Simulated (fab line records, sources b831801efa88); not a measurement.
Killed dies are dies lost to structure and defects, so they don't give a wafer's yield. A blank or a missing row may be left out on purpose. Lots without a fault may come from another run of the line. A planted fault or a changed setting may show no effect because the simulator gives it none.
Which tool did it? | flow sky130 | 13 lots, 39 wafers sampled, at 5 steps of a route of 708

WHAT THE GAUGES READ, wafer by wafer
SKY_FIELD_ISO_CD_MEAS_13: target cd 150 nm.
lot  | measured    | on        | cd_nm (nm)
L676 | day 2 17:38 | cd_sem-02 | 150.2 148.8 150.5
L677 | day 2 21:36 | cd_sem-01 | 150.9 152.8 152.4
L679 | day 3 05:55 | cd_sem-01 | 149.3 148.5 149.3
L680 | day 3 14:01 | cd_sem-02 | 153.2 151.7 153.6
L681 | day 3 17:31 | cd_sem-01 | 148.2 147.4 148.2
L682 | day 3 21:46 | cd_sem-02 | 148.9 149.2 149.5
L683 | day 4 03:40 | cd_sem-02 | 150.8 153.2 153.4
L684 | day 4 09:51 | cd_sem-02 | 140.1 141.8 140.6
L685 | day 4 13:51 | cd_sem-01 | 146.8 147.3 148.5
L693 | day 6 08:29 | cd_sem-01 | 150.6 150.1 150.4
L694 | day 6 13:11 | cd_sem-02 | 150.3 150.1 151.4
L695 | day 6 17:06 | cd_sem-01 | 151.6 150.6 151.1
L696 | day 6 23:26 | cd_sem-02 | 145.8 146.4 145.0

SKY_PWDE_OVL_MEAS_07.
lot  | measured    | on         | PWDE_OVL (nm)
L676 | day 4 10:11 | overlay-01 | -0.3 1.3 0.7
L677 | day 4 13:26 | overlay-01 | -1.7 -0.1 -1.1
L679 | day 4 23:49 | overlay-01 | -0.8 1.6 -0.6
L680 | day 5 07:37 | overlay-02 | -0.5 -2.7 -1.3
L681 | day 5 11:38 | overlay-02 | 0.0 -0.4 -1.6
L682 | day 5 15:47 | overlay-02 | -1.4 -2.1 0.7
L683 | day 5 21:43 | overlay-01 | -3.5 -1.2 -0.2
L684 | day 6 04:42 | overlay-02 | -0.9 -1.2 -1.2
L685 | day 6 07:47 | overlay-01 | 2.5 0.3 2.8
L693 | day 8 11:42 | overlay-01 | 0.4 -0.4 0.8
L694 | day 8 17:26 | overlay-02 | -1.8 -0.7 -1.3
L695 | day 8 23:14 | overlay-01 | -3.7 -2.9 -1.7
L696 | day 9 00:36 | overlay-01 | -0.8 1.1 -0.2

SKY_VT_ADJUST_LVTN_OVL_MEAS_18.
lot  | measured     | on         | VT_ADJUST_LVTN_01_OVL (nm)
L676 | day 8 08:29  | overlay-01 | 0.7 -0.1 1.4
L677 | day 8 12:44  | overlay-01 | -1.4 -0.9 -0.5
L679 | day 9 01:05  | overlay-02 | -1.1 1.4 -2.5
L680 | day 9 10:53  | overlay-01 | -1.9 -1.8 -1.3
L681 | day 9 14:02  | overlay-02 | -2.9 -1.4 -0.4
L682 | day 9 19:23  | overlay-01 | 1.0 1.4 -0.4
L683 | day 10 00:38 | overlay-02 | -3.1 -1.9 -2.3
L684 | day 10 11:05 | overlay-01 | -1.0 -1.2 -2.0
L685 | day 10 16:56 | overlay-02 | -2.8 -5.3 -2.9
L693 | day 13 07:17 | overlay-01 | 0.7 1.0 -1.6
L694 | day 13 15:41 | overlay-01 | -1.4 -1.0 -1.4
L695 | day 13 21:29 | overlay-02 | -0.7 -3.6 -2.6
L696 | day 13 23:14 | overlay-02 | -1.6 -2.1 -3.1

WHICH TOOL RAN EACH LOT (tool, then ch and the chambers of the sampled wafers, then the start)
lot  | SKY_FIELD_ISO_EXPOSE_10          | SKY_NWELL_STRIP_14
L676 | krf_scanner-01 ch 0, day 2 09:59 | plasma_asher-04 ch 0,1, day 5 04:01
L677 | krf_scanner-02 ch 0, day 2 14:50 | plasma_asher-03 ch 0,1, day 5 07:55
L679 | krf_scanner-01 ch 0, day 2 21:50 | plasma_asher-03 ch 0,1, day 5 18:28
L680 | krf_scanner-02 ch 0, day 3 06:04 | plasma_asher-03 ch 0,1, day 6 01:49
L681 | krf_scanner-02 ch 0, day 3 10:13 | plasma_asher-04 ch 0,1, day 6 06:08
L682 | krf_scanner-01 ch 0, day 3 13:59 | plasma_asher-03 ch 0,1, day 6 10:25
L683 | krf_scanner-01 ch 0, day 3 19:19 | plasma_asher-04 ch 0,1, day 6 16:52
L684 | krf_scanner-02 ch 0, day 4 01:42 | plasma_asher-03 ch 0,1, day 6 23:47
L685 | krf_scanner-02 ch 0, day 4 05:52 | plasma_asher-04 ch 0,1, day 7 03:17
L693 | krf_scanner-01 ch 0, day 5 23:09 | plasma_asher-03 ch 0,1, day 9 09:25
L694 | krf_scanner-01 ch 0, day 6 04:05 | plasma_asher-04 ch 0,1, day 9 15:29
L695 | krf_scanner-01 ch 0, day 6 07:42 | plasma_asher-03 ch 0,1, day 9 21:07
L696 | krf_scanner-02 ch 0, day 6 14:07 | plasma_asher-03 ch 0,1, day 9 22:16
- SKY_FIELD_ISO_EXPOSE_10: exposes mask FOM, target cd 150 nm.
- SKY_NWELL_STRIP_14: strips in O2/N2.

WHAT THE TOOLS THEMSELVES READ (means of the sampled wafers that have a number; where no wafer has one, the mark that the record gives instead)
SKY_NWELL_STRIP_14.
lot  | tool            | drypump_motor_current_A (A) | n2_flow_sccm (sccm) | oes_product_au (a.u.) | strip_time_to_endpoint_s (s)
L676 | plasma_asher-04 | 6.1                         | 300.5               | 0.721                 | 36.92
L677 | plasma_asher-03 | 6.3                         | 300.2               | 0.724                 | 36.94
L679 | plasma_asher-03 | 6.0                         | 300.6               | 0.723                 | 36.88
L680 | plasma_asher-03 | 6.3                         | 300.0               | 0.726                 | 37.19
L681 | plasma_asher-04 | 6.1                         | 299.6               | 0.727                 | 36.96
L682 | plasma_asher-03 | 6.3                         | 299.7               | 0.726                 | 36.86
L683 | plasma_asher-04 | 6.0                         | 300.2               | 0.720                 | 36.88
L684 | plasma_asher-03 | 6.3                         | 301.3               | 0.721                 | 36.88
L685 | plasma_asher-04 | 6.0                         | 300.0               | 0.722                 | 36.82
L693 | plasma_asher-03 | 5.9                         | 300.8               | 0.719                 | 37.02
L694 | plasma_asher-04 | 6.1                         | 299.2               | 0.720                 | 36.97
L695 | plasma_asher-03 | 5.9                         | 300.2               | 0.723                 | 37.13
L696 | plasma_asher-03 | 5.9                         | 300.1               | 0.722                 | 37.00

THE ANSWER, worked out from the rows above alone
Rule: what is usual is taken from the lots themselves. Put in order of their means at a reading, lots are off if they are a third of the lots or fewer, leave a main group of 4 or more, and stand apart from it by a gap of 3 or more times the standard deviation of the main group's means; of several such gaps the widest counts. A main group whose means are all the same, to the digits that the tables above print for the reading, isn't used. A lot without any number at a reading at which 4 lots or more have one is off too. The other lots that the step has rows for count as sound. The gauges are gone through in route order, then the tools' own readings, and for those a lot's mean is taken as printed above. The first step at which some lot is off is used, and at that step the reading that is off furthest; a lot without a number counts as furthest.
No lot is off at any reading shown: from this, nothing can be told.

WHAT THE SIMULATOR HAD PUT IN
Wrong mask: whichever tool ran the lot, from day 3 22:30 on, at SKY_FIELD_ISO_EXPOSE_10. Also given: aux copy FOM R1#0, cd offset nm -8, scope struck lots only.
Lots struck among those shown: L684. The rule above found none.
